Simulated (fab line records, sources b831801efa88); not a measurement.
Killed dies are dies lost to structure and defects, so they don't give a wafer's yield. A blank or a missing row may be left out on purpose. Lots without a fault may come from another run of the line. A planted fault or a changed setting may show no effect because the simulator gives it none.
Which tool did it? | flow sky130 | 12 lots, 36 wafers sampled, at 5 steps of a route of 708

WHAT THE GAUGES READ, wafer by wafer
The record holds no reading of a measuring or inspecting step that can be judged against a usual standard deviation.

WHICH TOOL RAN EACH LOT (tool, then ch and the chambers of the sampled wafers, then the start)
lot  | SKY_POLY_CUT_STRIP_12                | SKY_VIA4_STRIP_13                    | SKY_METAL5_SPUTTER_04        | SKY_PASSIVATION_ETCH_11            | SKY_PAD_OPEN_PROBE_99
L782 | plasma_asher-04 ch 0,1, day 25 00:34 | plasma_asher-04 ch 0,1, day 43 10:14 | pvd_sputter-03, day 43 11:38 | rie_diel-01 ch 0,2, day 45 08:10   | -
L784 | plasma_asher-03 ch 0,1, day 26 05:10 | plasma_asher-04 ch 0,1, day 44 04:56 | pvd_sputter-03, day 44 06:20 | rie_diel-01 ch 0,2,3, day 46 01:49 | -
L786 | plasma_asher-02 ch 0,1, day 26 12:52 | plasma_asher-02 ch 0,1, day 44 12:47 | pvd_sputter-03, day 44 14:11 | rie_diel-04 ch 0,1,2, day 46 09:37 | -
L790 | plasma_asher-03 ch 0,1, day 27 03:52 | plasma_asher-02 ch 0,1, day 44 23:14 | pvd_sputter-04, day 45 00:38 | rie_diel-03 ch 1,2,3, day 46 19:10 | -
L788 | plasma_asher-02 ch 0,1, day 27 05:33 | plasma_asher-02 ch 0,1, day 45 00:50 | pvd_sputter-03, day 45 02:11 | rie_diel-04 ch 2,3, day 46 20:40   | -
L789 | plasma_asher-02 ch 0,1, day 27 07:16 | plasma_asher-02 ch 0,1, day 45 01:53 | pvd_sputter-04, day 45 03:17 | rie_diel-04 ch 0,1,2, day 46 21:52 | -
L791 | plasma_asher-02 ch 0,1, day 27 11:51 | plasma_asher-02 ch 0,1, day 45 02:43 | pvd_sputter-01, day 45 04:07 | rie_diel-03 ch 0,1, day 46 23:13   | prober-01, day 47 22:03
L792 | plasma_asher-02 ch 0,1, day 27 22:52 | plasma_asher-02 ch 0,1, day 45 11:38 | pvd_sputter-04, day 45 13:05 | rie_diel-03 ch 0,2,3, day 47 08:13 | prober-02, day 48 07:02
L795 | plasma_asher-02 ch 0,1, day 28 20:40 | plasma_asher-04 ch 0,1, day 46 03:23 | pvd_sputter-04, day 46 04:50 | rie_diel-01 ch 0,1,3, day 47 22:37 | prober-01, day 48 19:35
L802 | plasma_asher-04 ch 0,1, day 31 10:13 | plasma_asher-02 ch 0,1, day 48 04:44 | pvd_sputter-01, day 48 06:20 | rie_diel-01 ch 1,2,3, day 49 19:13 | -
L803 | plasma_asher-02 ch 0,1, day 31 16:31 | plasma_asher-04 ch 0,1, day 48 10:14 | pvd_sputter-03, day 48 11:41 | rie_diel-03 ch 0,1,2, day 49 22:40 | -
L804 | plasma_asher-02 ch 0,1, day 31 22:25 | plasma_asher-02 ch 0,1, day 48 13:41 | pvd_sputter-04, day 48 15:05 | rie_diel-04 ch 2,3, day 50 03:34   | -
- SKY_POLY_CUT_STRIP_12: strips in O2/N2.
- SKY_VIA4_STRIP_13: strips in O2/N2.
- SKY_METAL5_SPUTTER_04: material TiN, target thk 70 nm, time 58.3 s.
- SKY_PASSIVATION_ETCH_11: etches the open film in CF4/O2, stops on AlCu, target depth 725 nm, time 161.1 s.
- SKY_PAD_OPEN_PROBE_99

WHAT THE TOOLS THEMSELVES READ (means of the sampled wafers that have a number; where no wafer has one, the mark that the record gives instead)
SKY_POLY_CUT_STRIP_12. Usual: drypump_motor_current_A 5.77 A, standard deviation 0.18; oes_product_au 0.452 a.u., standard deviation 0.0044; strip_time_to_endpoint_s 5.354 s, standard deviation 0.018.
lot  | tool            | drypump_motor_current_A (A) | oes_product_au (a.u.) | strip_time_to_endpoint_s (s) | flag
L782 | plasma_asher-04 | 6.04                        | 0.456                 | 5.386                        |
L784 | plasma_asher-03 | 5.69                        | 0.453                 | 5.365                        |
L786 | plasma_asher-02 | 5.68                        | 0.447                 | 5.341                        |
L790 | plasma_asher-03 | 5.67                        | 0.455                 | 5.349                        |
L788 | plasma_asher-02 | 5.67                        | 0.453                 | 5.342                        |
L789 | plasma_asher-02 | 5.75                        | 0.454                 | 5.360                        |
L791 | plasma_asher-02 | 5.78                        | 0.458                 | 5.361                        |
L792 | plasma_asher-02 | 5.76                        | 0.447                 | 5.352                        |
L795 | plasma_asher-02 | 5.66                        | 0.448                 | 5.339                        |
L802 | plasma_asher-04 | 5.92                        | 0.453                 | 5.336                        |
L803 | plasma_asher-02 | 5.73                        | 0.448                 | 5.341                        |
L804 | plasma_asher-02 | 5.65                        | 0.452                 | 5.395                        |

SKY_VIA4_STRIP_13. Usual: drypump_motor_current_A 5.78 A, standard deviation 0.19; oes_product_au 0.709 a.u., standard deviation 0.0043; strip_time_to_endpoint_s 12.798 s, standard deviation 0.026.
lot  | tool            | drypump_motor_current_A (A) | oes_product_au (a.u.) | strip_time_to_endpoint_s (s) | flag
L782 | plasma_asher-04 | 5.92                        | 0.709                 | 12.758                       |
L784 | plasma_asher-04 | 5.95                        | 0.707                 | 12.806                       |
L786 | plasma_asher-02 | 5.64                        | 0.712                 | 12.780                       |
L790 | plasma_asher-02 | 5.65                        | 0.708                 | 12.808                       |
L788 | plasma_asher-02 | 5.64                        | 0.711                 | 12.789                       |
L789 | plasma_asher-02 | 5.74                        | 0.712                 | 12.816                       |
L791 | plasma_asher-02 | 5.76                        | 0.712                 | 12.787                       |
L792 | plasma_asher-02 | 5.75                        | 0.705                 | 12.786                       |
L795 | plasma_asher-04 | 6.02                        | 0.708                 | 12.794                       |
L802 | plasma_asher-02 | 5.75                        | 0.710                 | 12.821                       |
L803 | plasma_asher-04 | 5.92                        | 0.711                 | 12.813                       |
L804 | plasma_asher-02 | 5.65                        | 0.711                 | 12.781                       |

SKY_METAL5_SPUTTER_04. Usual: chamber_pressure_pa 0.4001 Pa, standard deviation 0.00082; throttle_valve_pct 30.4 %, standard deviation 0.95.
lot  | tool           | chamber_pressure_pa (Pa) | throttle_valve_pct (%) | flag
L782 | pvd_sputter-03 | 0.3995                   | 31.7                   |
L784 | pvd_sputter-03 | 0.4005                   | 30.6                   |
L786 | pvd_sputter-03 | 0.3997                   | 30.6                   |
L790 | pvd_sputter-04 | 0.4003                   | 30.1                   |
L788 | pvd_sputter-03 | 0.4002                   | 31.2                   |
L789 | pvd_sputter-04 | 0.3994                   | 30.0                   |
L791 | pvd_sputter-01 | 0.3999                   | 29.5                   |
L792 | pvd_sputter-04 | 0.3999                   | 29.5                   |
L795 | pvd_sputter-04 | 0.3998                   | 30.3                   |
L802 | pvd_sputter-01 | 0.3994                   | 29.5                   |
L803 | pvd_sputter-03 | 0.4000                   | 30.7                   |
L804 | pvd_sputter-04 | 0.4001                   | 30.1                   |

SKY_PASSIVATION_ETCH_11. Usual: drypump_motor_current_A 6.0 A, standard deviation 0.39; oes_product_au 0.978 a.u., standard deviation 0.0068; throttle_valve_pct 5.964 %, standard deviation 0.0098.
lot  | tool        | drypump_motor_current_A (A) | oes_product_au (a.u.) | throttle_valve_pct (%) | flag
L782 | rie_diel-01 | 6.3                         | 0.982                 | 5.964                  |
L784 | rie_diel-01 | 5.9                         | 0.974                 | 5.969                  |
L786 | rie_diel-04 | 6.1                         | 0.980                 | 5.957                  |
L790 | rie_diel-03 | 6.2                         | 0.976                 | 5.964                  |
L788 | rie_diel-04 | 5.7                         | 0.982                 | 5.968                  |
L789 | rie_diel-04 | 6.2                         | 0.974                 | 5.963                  |
L791 | rie_diel-03 | 6.3                         | 0.981                 | 5.966                  |
L792 | rie_diel-03 | 6.0                         | 0.977                 | 5.968                  |
L795 | rie_diel-01 | 5.8                         | 0.974                 | 5.966                  |
L802 | rie_diel-01 | 5.8                         | 0.975                 | 5.967                  |
L803 | rie_diel-03 | 6.3                         | 0.979                 | 5.963                  |
L804 | rie_diel-04 | 5.7                         | 0.975                 | 5.964                  |

SKY_PAD_OPEN_PROBE_99. Usual: killed_at_M0_to_M3 44, standard deviation 7.3; killed_at_M4_up 3.4, standard deviation 1.7; killed_at_contacts 24, standard deviation 5.3; killed_at_front_end 15, standard deviation 4.1; killed_at_other 0.4, standard deviation 0.68; killed_dies 87, standard deviation 9.5; killed_open 48, standard deviation 7.1; killed_short 39, standard deviation 5.8.
lot  | tool      | killed_at_M0_to_M3 | killed_at_M4_up | killed_at_contacts | killed_at_front_end | killed_at_other | killed_dies | killed_open | killed_short | flag
L791 | prober-01 | 37                 | 3.3             | 25                 | 45                  | 0.3             | 111         | 41          | 38           | OFF
L792 | prober-02 | 37                 | 5.0             | 21                 | 43                  | 0.0             | 107         | 37          | 38           | OFF
L795 | prober-01 | 40                 | 3.3             | 27                 | 50                  | 0.0             | 120         | 42          | 42           | OFF

THE ANSWER, worked out from the rows above alone
Rule: a lot is off if the mean of its wafers that have a number lies more than 3 standard deviations from the usual mean. A lot without any number at a reading at which 4 lots or more have one is off too. The other lots that the step has rows for count as sound. The gauges are gone through in route order, then the tools' own readings, and for those a lot's mean is taken as printed above. The first step at which some lot is off is used, and at that step the reading that is off furthest; a lot without a number counts as furthest.
Off: L791, L792, L795, at SKY_PAD_OPEN_PROBE_99 (killed_at_front_end). Neither off nor sound, because the step has no rows for them: L782, L784, L786, L790, L788, L789, L802, L803, L804.
A tool fits if, at that step or a process step before it, it ran every lot that is off, and no sound lot after the first of them. One fits: plasma_asher-02 at SKY_POLY_CUT_STRIP_12. It ran no sound lot before its first lot that is off in this sample, so the start can't be narrowed down.

WHAT THE SIMULATOR HAD PUT IN
Chamber particle source: plasma_asher-02, from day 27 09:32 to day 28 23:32, at SKY_POLY_CUT_STRIP_12. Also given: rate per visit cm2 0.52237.
Lots struck among those shown: L791, L792, L795. The rule above found the same.
